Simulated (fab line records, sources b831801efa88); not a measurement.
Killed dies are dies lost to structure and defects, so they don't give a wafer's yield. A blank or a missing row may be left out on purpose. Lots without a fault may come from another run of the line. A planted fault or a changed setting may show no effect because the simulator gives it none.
fab line records | flow sky130
record lots=5 wafers=15 last_day=50
route steps=708 shown VIA1@475 METAL2@483 PAD_OPEN@708
lots that met no fault: from a run of the same line without faults
start_h: hours from the record's first day to the start of the lot's first wafer shown | wait_h: hours since the lot's step before | " the same as in the row above | L1.1+2: a row that stands for several wafers | - no value, or no start given | * or withheld: withheld | < > ~ a bound
route shown NAME@n: a module of which the file shows steps, and the number in the route of the first | usual: mean/standard deviation of fault-free wafers | same: alike in all rows | chamber/n: place in a boat | sites: the reading at each site | _std_site: their standard deviation | _edge_site: outer sites' mean less inner sites' | radius_mm: how far each site lies from the wafer's centre | mask NAME#n: copy n | behind: the tool/chamber that last shaped the wafer | hold: why the lot was held/for how many hours/how that ended | device: the transistor (n, p or np) that didn't switch | end of line: the same wafers' tests at the end of the route | a step without rows: its recipe alone | killed: dies lost to structure and defects at the first sort, not the wafer's yield | map: a wafer's dies, x killed, . not, _ none there
set.NAME: the setting as run; set.NAME@STEP: as run at that earlier step | model.NAME: the simulator's own value behind a step, which no gauge read
lots at some steps of the route; a table a step, a row a wafer
services: from which hour (start_h, from the record's first day; less than 0 if before it) a tool's chamber was out of use, for how many hours, and why
## steps
# step SKY_VIA1_STRIP_17
# recipe chemistry=post_etch_residue_remover time_s=1200 temp_c=72.5
# step SKY_VIA1_CLEAN_18
# recipe chemistry=IPA time_s=180 temp_c=25
# step SKY_VIA1_CLEAN_19
# recipe chemistry=O3/DIW dry=n2_spin
# step SKY_VIA1_SPUTTER_20
# recipe material=TiN target_thk_nm=20 chamber_pressure_pa=5 power_w=4000 time_s=80
# usual throttle_valve_pct=30.0/0.93
# columns lot.wafer tool chamber start_h wait_h throttle_valve_pct
L964.1 pvd_sputter-03 - 839.32 0.0 29.0
L964.5 " - " " 28.9
L964.6 " - " " 31.2
L965.4 pvd_sputter-04 - 845.25 0.0 30.7
L965.5 " - " " 30.3
L965.6 " - " " 30.3
L970.1 pvd_sputter-03 - 882.05 0.0 29.9
L970.4 " - " " 28.8
L970.6 " - " " 31.3
L979.3 pvd_sputter-02 - 942.17 0.0 28.7
L979.5 " - " " 29.1
L979.6 " - " " 30.1
L981.2 pvd_sputter-02 - 956.23 0.0 28.5
L981.4 " - " " 31.0
L981.6 " - " " 30.1
# step SKY_VIA1_CVD_21
# recipe material=W target_thk_nm=270 time_s=80.902 temp_c=400 pressure_torr=40
# step SKY_VIA1_RS_MEAS_22
# recipe thk_meas_gauge=four-point-probe reads=W_of_VIA1_CVD_21+TiN_of_VIA1_SPUTTER_20
# usual VIA1_W_RS=0.428/0.0059
# columns lot.wafer tool chamber start_h wait_h VIA1_W_RS[ohm/sq]
L964.1 film_metro-02 - 839.47 0.1 0.428
L964.5 " - " " 0.431
L964.6 " - " " 0.431
L965.4 film_metro-01 - 845.43 0.1 0.424
L965.5 " - " " 0.430
L965.6 " - " " 0.423
L970.1 film_metro-01 - 882.20 0.1 0.432
L970.4 " - " " 0.441
L970.6 " - " " 0.427
L979.3 film_metro-02 - 942.36 0.1 0.434
L979.5 " - " " 0.427
L979.6 " - " " 0.438
L981.2 film_metro-04 - 956.41 0.1 0.417
L981.4 " - " " 0.423
L981.6 " - " " 0.424
# step SKY_VIA1_THK_MEAS_23
# recipe thk_meas_gauge=xrf reads=W_of_VIA1_CVD_21
# usual VIA1_W_THK=281/3.9
# columns lot.wafer tool chamber start_h wait_h VIA1_W_THK[nm]
L964.1 film_metro-02 - 839.59 0.1 287
L964.5 " - " " 284
L964.6 " - " " 285
L965.4 film_metro-01 - 845.52 0.1 282
L965.5 " - " " 278
L965.6 " - " " 284
L970.1 film_metro-01 - 882.32 0.1 275
L970.4 " - " " 269
L970.6 " - " " 282
L979.3 film_metro-02 - 942.46 0.1 278
L979.5 " - " " 284
L979.6 " - " " 276
L981.2 film_metro-04 - 956.52 0.1 284
L981.4 " - " " 282
L981.6 " - " " 279
# step SKY_VIA1_CMP_24
# recipe stop_on=SiO2 t_overpolish_s=15 down_force_psi=3.5 platen_rpm=60 target_thk_nm=0 pad_velocity_m_s=0.94248
# usual motor_current_A=11.4/1 overpolish_run_s=15.000/0.0088 slurry_filter_dp_kPa=13.48/0.14 time_to_endpoint_s=68/4.6
# columns lot.wafer tool chamber start_h wait_h motor_current_A overpolish_run_s slurry_filter_dp_kPa time_to_endpoint_s
L964.1 cmp-01 0 839.77 0.2 11.8 14.994 13.28 76
L964.6 " 0 " " 12.2 14.994 13.45 71
L964.5 " 1 " " 11.4 15.011 13.23 68
L965.4 cmp-01 3 845.55 0.0 12.8 15.006 13.46 60
L965.6 " 3 " " 13.0 14.992 13.30 64
L965.5 " 0 " " 11.6 14.997 13.34 65
L970.4 cmp-02 2 882.38 0.0 9.9 15.006 13.53 73
L970.1 " 1 " " 11.7 15.000 13.76 67
L970.6 " 2 " " 9.7 14.984 13.51 72
L979.3 cmp-01 1 942.50 0.0 11.6 15.001 13.43 70
L979.6 " 1 " " 12.1 15.017 13.69 67
L979.5 " 2 " " 11.2 15.000 13.28 76
L981.4 cmp-02 2 956.57 0.0 9.4 15.001 13.17 75
L981.2 " 3 " " 9.0 14.983 13.40 75
L981.6 " 2 " " 9.7 14.995 13.55 75
# step SKY_METAL2_SPUTTER_00
# recipe material=Ti target_thk_nm=15 power_w=3000 time_s=10 chamber_pressure_pa=0.4
# step SKY_METAL2_SPUTTER_01
# recipe material=TiN target_thk_nm=20 power_w=6500 time_s=16.7 chamber_pressure_pa=0.4
# step SKY_METAL2_SPUTTER_02
# recipe material=AlCu target_thk_nm=250 power_w=10600 time_s=13.3 chamber_pressure_pa=0.4
# step SKY_METAL2_SPUTTER_03
# recipe material=Ti target_thk_nm=5 power_w=3000 time_s=3.3 chamber_pressure_pa=0.4
# usual throttle_valve_pct=29.6/1.2
# columns lot.wafer tool chamber start_h wait_h throttle_valve_pct
L964.1 pvd_sputter-04 - 840.14 0.0 30.4
L964.5 " - " " 30.4
L964.6 " - " " 30.5
L965.4 pvd_sputter-01 - 845.93 0.0 27.9
L965.5 " - " " 29.9
L965.6 " - " " 28.7
L970.1 pvd_sputter-01 - 882.76 0.0 31.4
L970.4 " - " " 28.6
L970.6 " - " " 30.1
L979.3 pvd_sputter-04 - 942.87 0.0 30.7
L979.5 " - " " 30.1
L979.6 " - " " 28.4
L981.2 pvd_sputter-01 - 956.94 0.0 29.6
L981.4 " - " " 28.7
L981.6 " - " " 31.1
# step SKY_METAL2_SPUTTER_04
# recipe material=TiN target_thk_nm=70 power_w=6500 time_s=58.3 chamber_pressure_pa=0.4
# usual throttle_valve_pct=29.6/1.2
# columns lot.wafer tool chamber start_h wait_h throttle_valve_pct model.TiN_of_METAL2_SPUTTER_04.thk_nm
L964.1 pvd_sputter-04 - 840.16 0.0 30.8 70.57
L964.5 " - " " 30.3 69.91
L964.6 " - " " 30.6 70.19
L965.4 pvd_sputter-01 - 845.96 0.0 27.6 68.46
L965.5 " - " " 29.9 68.6
L965.6 " - " " 28.4 69.68
L970.1 pvd_sputter-01 - 882.78 0.0 31.4 64.85
L970.4 " - " " 28.4 69.87
L970.6 " - " " 29.8 64.89
L979.3 pvd_sputter-04 - 942.89 0.0 30.8 71.03
L979.5 " - " " 30.2 70.96
L979.6 " - " " 28.6 70
L981.2 pvd_sputter-01 - 956.96 0.0 30.0 69.14
L981.4 " - " " 28.5 68.84
L981.6 " - " " 31.5 68.76
# step SKY_METAL2_RS_MEAS_05
# recipe thk_meas_gauge=four-point-probe reads=TiN_of_METAL2_SPUTTER_04+Ti_of_METAL2_SPUTTER_03+AlCu_of_METAL2_SPUTTER_02+TiN_of_METAL2_SPUTTER_01+Ti_of_METAL2_SPUTTER_00
# usual METAL2_ALCU_RS=0.1262/0.0015
# columns lot.wafer tool chamber start_h wait_h METAL2_ALCU_RS[ohm/sq]
L964.1 film_metro-04 - 840.21 0.0 0.1247
L964.5 " - " " 0.1251
L964.6 " - " " 0.1240
L965.4 film_metro-01 - 846.05 0.1 0.1270
L965.5 " - " " 0.1268
L965.6 " - " " 0.1239
L970.1 film_metro-04 - 882.82 0.0 0.1269
L970.4 " - " " 0.1237
L970.6 " - " " 0.1262
L979.3 film_metro-03 - 942.98 0.1 0.1295
L979.5 " - " " 0.1282
L979.6 " - " " 0.1292
L981.2 film_metro-03 - 957.03 0.0 0.1274
L981.4 " - " " 0.1244
L981.6 " - " " 0.1253
# step SKY_METAL2_THK_MEAS_06
# recipe thk_meas_gauge=xrf reads=AlCu_of_METAL2_SPUTTER_02
# usual METAL2_ALCU_THK=249/3.6
# columns lot.wafer tool chamber start_h wait_h METAL2_ALCU_THK[nm]
L964.1 film_metro-04 - 840.33 0.1 254
L964.5 " - " " 254
L964.6 " - " " 256
L965.4 film_metro-01 - 846.14 0.1 251
L965.5 " - " " 250
L965.6 " - " " 254
L970.1 film_metro-04 - 882.94 0.1 252
L970.4 " - " " 255
L970.6 " - " " 251
L979.3 film_metro-03 - 943.08 0.1 241
L979.5 " - " " 244
L979.6 " - " " 241
L981.2 film_metro-03 - 957.14 0.1 247
L981.4 " - " " 250
L981.6 " - " " 250
# step SKY_METAL2_DEHYDRATE_07
# recipe temp_c=200 time_s=60
# step SKY_METAL2_HMDS_08
# recipe prime_time_s=60 prime_temp_c=120
# step SKY_METAL2_COAT_09
# recipe resist=BARC temp_c=withheld time_s=withheld spin_rpm=3000 resist_thk_nm=60
# step SKY_METAL2_COAT_10
# recipe resist=KrF-thick spin_rpm=3000 resist_thk_nm=450
# step SKY_METAL2_SOFTBAKE_11
# recipe temp_c=100 time_s=90 resist=KrF-thick
# step SKY_METAL2_EXPOSE_12
# recipe mask_id=MM2 na=0.8 source_shape=annular sigma_inner=0.55 sigma_outer=0.85 target_cd_nm=140 dose_mj=28
# step SKY_METAL2_PEB_13
# recipe peb_temp_c=withheld peb_time_s=withheld resist=KrF-thick
# step SKY_METAL2_DEVELOP_14
# recipe develop_time_s=60 resist=KrF-thick dev_temp_c=21
# step SKY_METAL2_CD_MEAS_15
# recipe target_cd_nm=140
# usual cd_nm=140.0/1.4
# columns lot.wafer tool chamber start_h wait_h cd_nm
L964.1 cd_sem-01 - 866.22 - 137.7
L964.5 " - " " 138.9
L964.6 " - " " 137.9
L965.4 cd_sem-02 - 872.48 - 141.5
L965.5 " - " " 140.3
L965.6 " - " " 139.6
L970.1 cd_sem-01 - 908.21 - 138.1
L970.4 " - " " 138.1
L970.6 " - " " 138.9
L979.3 cd_sem-01 - 967.00 - 139.9
L979.5 " - " " 139.1
L979.6 " - " " 137.8
L981.2 cd_sem-01 - 981.75 - 138.8
L981.4 " - " " 139.1
L981.6 " - " " 138.0
# step SKY_METAL2_OVL_MEAS_16
# usual METAL2_OVL=-1/6
# columns lot.wafer tool chamber start_h wait_h METAL2_OVL[nm]
L964.1 overlay-02 - 866.34 0.1 -1
L964.5 " - " " -1
L964.6 " - " " 8
L965.4 overlay-02 - 872.56 0.1 9
L965.5 " - " " 3
L965.6 " - " " 11
L970.1 overlay-01 - 908.33 0.1 -7
L970.4 " - " " -1
L970.6 " - " " 3
L979.3 overlay-01 - 967.09 0.1 -10
L979.5 " - " " -8
L979.6 " - " " -4
L981.2 overlay-02 - 981.85 0.1 -5
L981.4 " - " " -4
L981.6 " - " " -4
# step SKY_METAL2_DESCUM_17
# recipe chemistry=O2 source_power_w=150 bias_power_w=0 pressure_mtorr=10 temp_c=40 time_s=8
# usual drypump_motor_current_A=5.8/0.43 oes_product_au=1.000/0.011
# columns lot.wafer tool chamber start_h wait_h drypump_motor_current_A oes_product_au rf_hours_counter_h
L964.1 rie_metal-03 1 866.38 0.0 6.2 1.011 6
L964.5 " 1 " " 6.2 1.008 -
L964.6 " 0 " " 5.4 1.006 -
L965.4 rie_metal-04 1 872.61 0.0 5.7 1.008 -
L965.5 " 1 " " 5.7 1.007 -
L965.6 " 1 " " 5.7 1.012 -
L970.1 rie_metal-01 0 908.37 0.0 5.7 1.026 9
L970.4 " 1 " " 5.2 1.000 -
L970.6 " 0 " " 5.6 1.003 -
L979.3 rie_metal-01 0 967.12 0.0 5.6 1.002 -
L979.5 " 1 " " 5.2 0.995 -
L979.6 " 0 " " 5.6 1.006 -
L981.2 rie_metal-04 1 981.88 0.0 5.7 1.013 11
L981.4 " 1 " " 5.7 1.010 -
L981.6 " 0 " " 6.4 0.986 -
# step SKY_METAL2_ETCH_18
# recipe chemistry=N2/H2 target=BARC ion_energy_ev=200 bias_w=100 pressure_mtorr=30 n2_flow_sccm=100 h2_flow_sccm=200 icp_w=500 stop_on=SiO2 time_s=45.9 target_depth_a=600
# step SKY_METAL2_METAL_ETCH_19
# recipe target_depth_a=3600 stop_on=SiO2 over_etch_frac=0.3 time_s=78 chemistry=Cl2/BCl3 resist_sidewall_deg=88 pressure_mtorr=10 icp_w=900 bias_w=48.5 Cl2_flow_sccm=60 bcl3_flow_sccm=30
# step SKY_METAL2_STRIP_20
# recipe chemistry=O2/N2 power_w=1400 pressure_mtorr=1500 platen_temp_c=withheld o2_flow_sccm=3000 n2_flow_sccm=300 overash_fraction=0.5
# usual drypump_motor_current_A=5.9/0.4 oes_product_au=0.343/0.0044 strip_time_to_endpoint_s=2.70/0.049
# columns lot.wafer tool chamber start_h wait_h drypump_motor_current_A oes_product_au rf_hours_counter_h strip_time_to_endpoint_s
L964.1 plasma_asher-04 1 866.57 0.1 5.2 0.343 10 2.65
L964.5 " 1 " " 5.2 0.339 - 2.62
L964.6 " 0 " " 6.3 0.339 - 2.69
L965.4 plasma_asher-02 0 872.98 0.1 5.7 0.337 - 2.70
L965.5 " 1 " " 6.1 0.338 - 2.72
L965.6 " 0 " " 5.7 0.339 - 2.69
L970.1 plasma_asher-02 1 908.55 0.1 6.1 0.340 51 2.67
L970.4 " 1 " " 6.1 0.338 - 2.72
L970.6 " 0 " " 5.7 0.340 - 2.67
L979.3 plasma_asher-02 1 967.33 0.1 6.1 0.341 - 2.65
L979.5 " 1 " " 6.1 0.341 - 2.69
L979.6 " 0 " " 5.7 0.343 - 2.65
L981.2 plasma_asher-04 1 982.07 0.1 5.2 0.332 19 2.66
L981.4 " 0 " " 6.3 0.338 - 2.63
L981.6 " 1 " " 5.2 0.335 - 2.72
# step SKY_METAL2_STRIP_21
# recipe chemistry=post_etch_residue_remover time_s=1200 temp_c=72.5
# columns lot.wafer tool chamber start_h wait_h model.TiN_of_METAL2_SPUTTER_04.thk_nm
L964.1 wet_bench-03 2 866.67 0.1 70.16
L964.5 " 2 " " 69.49
L964.6 " 2 " " 69.77
L965.4 wet_bench-04 0 873.05 0.0 68.04
L965.5 " 0 " " 68.18
L965.6 " 0 " " 69.26
L970.1 wet_bench-02 2 908.65 0.1 64.42
L970.4 " 2 " " 69.44
L970.6 " 2 " " 64.47
L979.3 wet_bench-03 2 967.40 0.0 70.61
L979.5 " 2 " " 70.54
L979.6 " 2 " " 69.59
L981.2 wet_bench-03 3 982.17 0.1 68.71
L981.4 " 3 " " 68.42
L981.6 " 3 " " 68.34
# step SKY_METAL2_CLEAN_22
# recipe chemistry=IPA time_s=180 temp_c=25
# step SKY_PAD_OPEN_PROBE_99
# usual defect_limited_yield=82.4/2 killed_at_M0_to_M3=43/6.7 killed_at_M4_up=3.2/2.1 killed_at_contacts=25/5.9 killed_at_front_end=16/4.7 killed_at_other=0.3/0.54 killed_dies=87/9.8 killed_open=47/6.7 killed_short=40/6.5 sort_bin_3_pad_short=0.9/0.45 sort_bin_5_function=10.5/1.5 sort_bin_6_memory=6.2/1.2 sort_n_pass=405/9.8 sort_yield_pct=82.4/2
# same gross_dies=492 killed_at_back_side=0 sort_bin_4_leakage[%]=0 sort_bin_8_speed[%]=0
# columns lot.wafer tool chamber start_h wait_h defect_limited_yield[%] killed_at_M0_to_M3 killed_at_M4_up killed_at_contacts killed_at_front_end killed_at_other killed_dies killed_open killed_short sort_bin_3_pad_short[%] sort_bin_5_function[%] sort_bin_6_memory[%] sort_n_pass sort_yield_pct[%]
L964.1 prober-01 - 1114.51 0.1 83.3 42 4 20 16 0 82 47 35 0.2 8.5 7.9 410 83.3
L964.5 prober-01 - 1114.71 0.2 82.7 36 3 26 20 0 85 45 40 0.6 10.6 6.1 407 82.7
L964.6 prober-01 - 1114.76 0.2 80.5 41 4 33 16 2 96 48 48 0.8 13.2 5.5 396 80.5
L965.4 prober-02 - 1119.39 0.2 82.5 43 2 27 14 0 86 45 40 0.6 10.8 6.1 406 82.5
L965.5 prober-02 - 1119.44 0.2 81.9 39 4 22 24 0 89 42 44 1.0 12.2 4.9 403 81.9
L965.6 prober-02 - 1119.49 0.2 83.5 42 1 22 16 0 81 41 38 0.4 10.4 5.7 411 83.5
L970.1 prober-01 - 1148.40 0.1 86.2 27 5 29 7 0 68 39 29 0.4 7.7 5.7 424 86.2
L970.4 prober-01 - 1148.55 0.2 82.1 47 5 19 16 1 88 56 31 1.0 9.8 7.1 404 82.1
L970.6 prober-01 - 1148.65 0.2 83.7 46 4 12 18 0 80 47 33 0.8 9.6 5.9 412 83.7
L979.3 prober-02 - 1188.95 0.2 82.1 48 7 17 16 0 88 41 47 1.0 11.6 5.3 404 82.1
L979.5 prober-02 - 1189.05 0.2 88.2 24 3 19 12 0 58 40 18 0.8 7.5 3.5 434 88.2
L979.6 prober-02 - 1189.10 0.2 81.5 38 11 22 20 0 91 46 45 0.6 12.4 5.5 401 81.5
L981.2 prober-02 - 1199.00 0.1 79.1 59 2 32 10 0 103 56 47 0.2 12.8 7.9 389 79.1
L981.4 prober-02 - 1199.10 0.2 85.6 28 0 27 14 2 71 35 36 1.0 7.7 5.7 421 85.6
L981.6 prober-02 - 1199.20 0.2 81.5 37 3 25 25 1 91 52 39 1.2 11.0 6.3 401 81.5
# killed by level:class
L964.1 VIA1:geometric_particle:open=12 CONTACT:geometric_particle:open=8 LI_CONTACT:geometric_particle:open=6 METAL2:geometric_particle:short=6 POLY_GATE:geometric_particle:open=5 VIA2:geometric_particle:open=5 POLY_GATE:geometric_particle:short=4 VIA3:geometric_particle:open=4
L964.5 VIA1:geometric_particle:open=10 LI_CONTACT:geometric_particle:open=7 CONTACT:geometric_particle:short=7 POLY_GATE:geometric_particle:open=6 VIA1:geometric_particle:short=5 LOCAL_INTERCONNECT:geometric_particle:short=4 CONTACT:geometric_particle:open=4 VIA2:geometric_particle:open=4
L964.6 VIA1:geometric_particle:open=14 CONTACT:geometric_particle:open=12 LI_CONTACT:geometric_particle:open=8 LI_CONTACT:geometric_particle:short=6 VIA1:geometric_particle:short=6 FIELD_ISO:geometric_particle:short=5 POLY_GATE:geometric_particle:short=5 METAL1:geometric_particle:short=5
L965.4 VIA1:geometric_particle:open=14 CONTACT:geometric_particle:short=10 METAL1:geometric_particle:short=9 LI_CONTACT:geometric_particle:open=8 CONTACT:geometric_particle:open=4 VIA3:geometric_particle:open=4 FIELD_ISO:geometric_particle:short=3 POLY_GATE:geometric_particle:short=3
L965.5 VIA1:geometric_particle:open=10 LI_CONTACT:geometric_particle:open=9 FIELD_ISO:geometric_particle:short=7 VIA3:geometric_particle:open=7 VIA1:geometric_particle:short=5 LI_CONTACT:geometric_particle:short=5 METAL1:geometric_particle:short=5 POLY_GATE:geometric_particle:short=4
L965.6 LI_CONTACT:geometric_particle:open=8 METAL1:geometric_particle:short=7 VIA1:geometric_particle:short=7 POLY_GATE:geometric_particle:open=6 VIA1:geometric_particle:open=6 VIA3:geometric_particle:open=6 CONTACT:geometric_particle:open=5 LOCAL_INTERCONNECT:geometric_particle:short=4
L970.1 CONTACT:geometric_particle:open=12 LI_CONTACT:geometric_particle:open=9 VIA1:geometric_particle:open=6 METAL1:geometric_particle:short=5 CONTACT:geometric_particle:short=4 VIA2:geometric_particle:open=4 SPACER:geometric_particle:short=3 LOCAL_INTERCONNECT:geometric_particle:short=3
L970.4 VIA1:geometric_particle:open=18 VIA1:geometric_particle:short=8 CONTACT:geometric_particle:open=7 LI_CONTACT:geometric_particle:open=6 VIA2:geometric_particle:open=6 FIELD_ISO:geometric_particle:open=5 POLY_GATE:geometric_particle:open=4 VIA3:geometric_particle:open=3
L970.6 VIA1:geometric_particle:open=12 VIA2:geometric_particle:open=9 FIELD_ISO:geometric_particle:open=8 VIA1:geometric_particle:short=4 VIA2:geometric_particle:short=4 METAL4:geometric_particle:short=4 LI_CONTACT:geometric_particle:open=3 CONTACT:geometric_particle:open=3
L979.3 METAL1:geometric_particle:short=9 VIA2:geometric_particle:open=9 CONTACT:geometric_particle:open=7 METAL4:geometric_particle:short=7 VIA1:geometric_particle:open=5 VIA3:geometric_particle:open=5 POLY_GATE:geometric_particle:open=4 CONTACT:geometric_particle:short=4
L979.5 LI_CONTACT:geometric_particle:open=12 VIA1:geometric_particle:open=7 CONTACT:geometric_particle:open=6 FIELD_ISO:geometric_particle:open=3 POLY_GATE:geometric_particle:short=3 POLY_GATE:geometric_particle:open=3 VIA2:geometric_particle:open=3 METAL1:geometric_particle:short=3
L979.6 CONTACT:geometric_particle:open=10 VIA1:geometric_particle:open=10 METAL2:geometric_particle:short=8 METAL4:geometric_particle:short=7 FIELD_ISO:geometric_particle:open=6 POLY_GATE:geometric_particle:short=5 POLY_GATE:geometric_particle:open=5 FIELD_ISO:geometric_particle:short=4
L981.2 VIA1:geometric_particle:open=16 LI_CONTACT:geometric_particle:open=10 CONTACT:geometric_particle:open=10 VIA2:geometric_particle:open=9 METAL2:geometric_particle:short=6 CONTACT:geometric_particle:short=5 METAL1:geometric_particle:short=5 VIA1:geometric_particle:short=5
L981.4 VIA1:geometric_particle:open=10 CONTACT:geometric_particle:open=8 POLY_GATE:geometric_particle:open=5 CONTACT:geometric_particle:short=5 VIA1:geometric_particle:short=5 FIELD_ISO:geometric_particle:short=4 POLY_GATE:geometric_particle:short=4 LI_CONTACT:geometric_particle:open=4
L981.6 LI_CONTACT:geometric_particle:open=11 VIA1:geometric_particle:open=8 VIA2:geometric_particle:open=8 POLY_GATE:geometric_particle:short=7 POLY_GATE:geometric_particle:open=5 VIA1:geometric_particle:short=5 LOCAL_INTERCONNECT:geometric_particle:short=5 CONTACT:geometric_particle:open=5
## services
# columns tool chamber start_h hours kind
plasma_asher-04 - 818.71 15.6 pm
cmp-01 - 820.68 5.3 pm
rie_metal-01 - 827.99 2.8 pm
pvd_sputter-03 - 835.46 3.0 repair
rie_metal-01 - 844.73 1.6 repair
pvd_sputter-03 - 855.34 1.8 repair
rie_metal-04 0 863.66 - clean
rie_metal-04 0 863.66 17.2 scheduled_down
rie_metal-04 0 863.66 17.2 vent_cycle
plasma_asher-04 - 889.37 24.5 repair
pvd_sputter-01 - 890.16 9.0 repair
rie_metal-04 1 896.84 24.1 repair
cmp-01 - 912.24 4.0 pm
cmp-01 - 916.24 - consumable_replace:conditioner
cmp-01 - 916.24 - consumable_replace:pad
rie_metal-04 - 937.36 1.5 repair
rie_metal-04 1 949.25 5.2 repair
pvd_sputter-04 - 950.52 1.9 repair
rie_metal-03 1 956.61 16.4 repair
cmp-02 - 957.90 1.1 repair
rie_metal-04 - 966.36 0.9 repair
rie_metal-03 0 973.64 - clean
rie_metal-03 0 973.64 15.7 scheduled_down
rie_metal-03 0 973.64 15.7 vent_cycle
## key
first_sign none at tools or gauges
model_effect step=SKY_METAL2_SPUTTER_04 value=TiN_of_METAL2_SPUTTER_04.thk_nm without=69.24 struck=64.87
model_effect step=SKY_METAL2_STRIP_21 value=TiN_of_METAL2_SPUTTER_04.thk_nm without=68.82 struck=64.45
met_at SKY_METAL2_SPUTTER_04
struck_wafers L970.1,L970.6
onset_between 845.96 882.78
fault kind=process_parameter_drift tool=pvd_sputter-01 chamber=- onset_h=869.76 steps=SKY_METAL2_SPUTTER_04 channel=time_s offset=* shape=step end_h=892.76 scope=struck_wafers_only acts_in=* stated=*
